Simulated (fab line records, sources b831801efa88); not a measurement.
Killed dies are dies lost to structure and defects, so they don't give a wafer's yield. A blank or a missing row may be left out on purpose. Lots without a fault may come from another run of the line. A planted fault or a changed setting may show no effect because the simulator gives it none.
Chamber matching | flow gf180mcu | GF_V4_CMP_26 on cmp-02: 4 sister chambers
The step polishes, stops on SiO2, t overpolish 15 s, target thk 0 nm. 4 wafers are shown with their chamber, then 10 later ones without.

WAFERS WITH THEIR CHAMBER
wafer  | chamber | motor_current_A (A)
L085.3 | 3       | 12.0
L085.6 | 2       | 12.4
L091.1 | 1       | 10.8
L091.3 | 0       | 12.1

WAFERS WITHOUT THEIR CHAMBER
wafer  | motor_current_A (A)
L091.6 | 11.9
L093.1 | 12.9
L093.3 | 11.8
L093.4 | 10.5
L094.1 | 11.1
L094.2 | 12.7
L094.3 | 11.8
L095.1 | 12.0
L095.3 | 10.8
L095.6 | 12.3

WHICH CHAMBER EACH WENT THROUGH
wafer  | from the rows above          | in truth
L091.6 | can't be placed: 3 or 0 or 2 | 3
L093.1 | can't be placed: 2 or 0 or 3 | 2
L093.3 | can't be placed: 3 or 0 or 2 | 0
L093.4 | 1                            | 1
L094.1 | 1                            | 1
L094.2 | can't be placed: 2 or 0 or 3 | 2
L094.3 | can't be placed: 3 or 0 or 2 | 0
L095.1 | can't be placed: 3 or 0 or 2 | 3
L095.3 | 1                            | 1
L095.6 | can't be placed: 2 or 0 or 3 | 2
Placed correctly: 3 of 10. Can't be placed from these rows: 7 (the true chamber is among the candidates in 7). Placed wrongly: 0.
How it was worked out, from the rows above alone: a wafer's distance from a chamber is the root of the sum, over the readings, of the square of ((its reading less the chamber's mean) divided by the reading's scatter). The wafer belongs to the nearest chamber; if the next one is less than 2 further off, it can't be placed. A chamber's mean is the mean of its shown wafers. The scatter: with one shown wafer a chamber, the root of the mean of the squares of how far each hidden wafer lies from its nearest shown one.
